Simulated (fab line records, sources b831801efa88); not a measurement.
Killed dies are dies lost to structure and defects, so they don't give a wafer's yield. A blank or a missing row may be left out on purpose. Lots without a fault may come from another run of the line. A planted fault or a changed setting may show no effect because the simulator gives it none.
A struck lot beside a sound one | flow sky130 | 17 steps out of a route of 708
Sound: wafers L830.1, L830.2, L830.4. Struck: wafer L843.5. The cause comes at the end.
At each step with rows: each side's tool, then ch and its chambers, then its first start. Under that, the readings that differ: sound wafers | struck wafers | difference of the means | sigmas: that difference in standard deviations of wafers without a fault.
alike: readings whose means differ by less than 2 such deviations, and words and numbers that are the same on both sides. not compared: withheld readings, readings that some wafer has no value for, bounds like >300 that may hide the same value, and numbers for which the record gives no deviation and whose values overlap.
The two part at a step that has a row with sigmas, a row that says differs or no value, or rows on one side only. Numbers that don't overlap but have no deviation are shown without sigmas and don't part them. A reading that every wafer of one side lacks parts them only if that side has two wafers or more.

first, 1 step without rows for these wafers: SKY_FIELD_ISO_DEVELOP_12 (develop time 60 s).
SKY_FIELD_ISO_CD_MEAS_13: target cd 150 nm.
  sound on cd_sem-02, day 4 03:33; struck on cd_sem-01, day 7 00:44
  alike: cd_nm
SKY_FIELD_ISO_ETCH_14: etches BARC in N2/H2, stops on SiO2, time 45.9 s, target depth 60 nm.
  sound on rie_diel-04 ch 0,1,3, day 4 03:40; struck on rie_diel-03 ch 3, day 7 00:47
  alike: drypump_motor_current_A, oes_product_au, throttle_valve_pct
  not compared: rf_hours_counter_h
SKY_FIELD_ISO_ETCH_15: etches the open film in CHF3/O2, stops on Si, target depth 180 nm, time 72 s.
  sound on rie_diel-04 ch 0,1,3, day 4 03:43; struck on rie_diel-03 ch 3, day 7 00:50
  alike: O2_flow_sccm, drypump_motor_current_A, oes_product_au, throttle_valve_pct
  not compared: rf_hours_counter_h
SKY_FIELD_ISO_STRIP_16: strips in O2/N2.
  sound on plasma_asher-04 ch 0,1, day 4 03:46; struck on plasma_asher-02 ch 0, day 7 00:56
  alike: drypump_motor_current_A, oes_product_au, strip_time_to_endpoint_s
  not compared: rf_hours_counter_h
SKY_FIELD_ISO_ETCH_17: etches Si in HBr/Cl2/O2, target depth 342 nm, time 97.7 s.
  sound on rie_si-01 ch 1,3, day 4 03:52; struck on rie_si-01 ch 3, day 7 01:00
  alike: O2_flow_sccm, drypump_motor_current_A, oes_product_au, throttle_valve_pct
  not compared: rf_hours_counter_h
then, 5 steps without rows for these wafers: SKY_FIELD_ISO_WET_ETCH_18 (etches Si3N4 in H3PO4, target depth 25 nm, time 286 s); SKY_FIELD_ISO_CLEAN_19 (cleans in SC1/SC2, time 150 s); SKY_FIELD_ISO_CLEAN_20 (cleans in dHF, time 20 s); SKY_FIELD_ISO_WET_ETCH_21 (etches SiO2 in dHF, target depth 20 nm, time 400 s); SKY_FIELD_ISO_OXIDATION_22 (stabilise 600 s, purge 300 s, target thk 10 nm).
SKY_FIELD_ISO_THK_MEAS_23:
  sound on film_metro-04, day 4 11:01; struck on film_metro-01, day 7 03:10
  alike: FIELD_ISO_OXIDATION_01_THK
SKY_FIELD_ISO_CVD_24: deposits SiO2, target thk 595 nm, time 99.2 s.
  sound on hdpcvd-02 ch 0,2, day 4 11:08; struck on hdpcvd-02 ch 0, day 7 03:13
  reading                                    | sound             | struck | difference | sigmas
  model.SiO2_of_FIELD_ISO_CVD_24.thk_nm (nm) | 591.3 599.5 600.5 | 690.7  | +93.6      |
  alike: sih4_flow_sccm
SKY_FIELD_ISO_THK_MEAS_25:
  sound on film_metro-04, day 4 11:13; struck on film_metro-04, day 7 03:31
  reading                   | sound       | struck | difference | sigmas
  FIELD_ISO_CVD_24_THK (nm) | 592 599 601 | 690    | +93        | +17
  not compared: hold
SKY_FIELD_ISO_CMP_27: polishes, stops on Si3N4, t overpolish 16 s, target thk 457.8 nm.
  sound on cmp-02 ch 0,1,3, day 4 18:09; struck on cmp-01 ch 0, day 7 07:44
  reading                | sound       | struck | difference | sigmas
  time_to_endpoint_s (s) | 110 110 109 | 136    | +26        | +6
  alike: head_pressure_psi, motor_current_A, slurry_filter_dp_kPa
then, 1 step without rows for these wafers: SKY_FIELD_ISO_WET_ETCH_28 (etches SiO2 in dHF, target depth 23.7 nm, time 47 s).
SKY_PAD_OPEN_PROBE_99:
  the record has rows for the sound wafers here (prober-01, day 48 17:38) and none for the struck ones

WHERE THEY PART
First at SKY_FIELD_ISO_THK_MEAS_25; last, within this record, at SKY_PAD_OPEN_PROBE_99.

WHY: what the simulator had put in
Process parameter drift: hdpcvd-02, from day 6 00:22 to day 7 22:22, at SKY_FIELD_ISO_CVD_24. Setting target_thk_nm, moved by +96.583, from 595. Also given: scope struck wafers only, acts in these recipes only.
